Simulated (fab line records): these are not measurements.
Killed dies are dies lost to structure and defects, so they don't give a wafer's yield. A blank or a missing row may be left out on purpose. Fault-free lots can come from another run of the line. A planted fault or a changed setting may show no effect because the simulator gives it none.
Chamber matching + flow gf180mcu + 3 sister chambers for GF_V2_CVD_02 on pecvd-04
The step deposits SiO2 from TEOS, target thk 850 nm, time 94.851 s. 6 wafers are shown with their chamber, then 8 later ones without.

== WAFERS, EACH WITH ITS CHAMBER ==
| wafer  | chamber | heater-power-w (W) |
|--------|---------|--------------------|
| L086.1 | 0       | 544                |
| L089.2 | 0       | 669                |
| L091.2 | 2       | 718                |
| L091.3 | 1       | 727                |
| L091.4 | 2       | 574                |
| L092.2 | 1       | 647                |

== WAFERS WITHOUT THEIR CHAMBER ==
| wafer  | heater-power-w (W) |
|--------|--------------------|
| L092.5 | 669                |
| L092.6 | 677                |
| L094.2 | 629                |
| L094.3 | 645                |
| L094.4 | 691                |
| L096.3 | 646                |
| L096.5 | 700                |
| L096.6 | 706                |

== WHICH CHAMBER EACH WENT THROUGH ==
| wafer  | from the rows above          | in truth |
|--------|------------------------------|----------|
| L092.5 | can't be placed: 1 or 2 or 0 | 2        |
| L092.6 | can't be placed: 1 or 2 or 0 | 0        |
| L094.2 | can't be placed: 2 or 0 or 1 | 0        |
| L094.3 | can't be placed: 2 or 0 or 1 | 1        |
| L094.4 | can't be placed: 1 or 2 or 0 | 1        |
| L096.3 | can't be placed: 2 or 0 or 1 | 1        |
| L096.5 | can't be placed: 1 or 2 or 0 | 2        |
| L096.6 | can't be placed: 1 or 2 or 0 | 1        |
Correct placement for 0 of the 8. From these rows, 8 cannot be placed; in 8 the true chamber is one of the candidates. Wrongly placed: 0.
How it was worked out, from the rows above alone: a wafer's distance from a chamber is the root of the sum, over the readings, of the square of ((its reading less the chamber's mean) divided by the reading's scatter). The wafer belongs to the nearest chamber; if the next one is less than 2 further off, it can't be placed. The mean given for a chamber averages the wafers shown for that chamber. How the scatter is found: for the shown wafers, subtract from each reading the mean of its chamber, square and add these, divide the total by (wafers less chambers), then take the root.
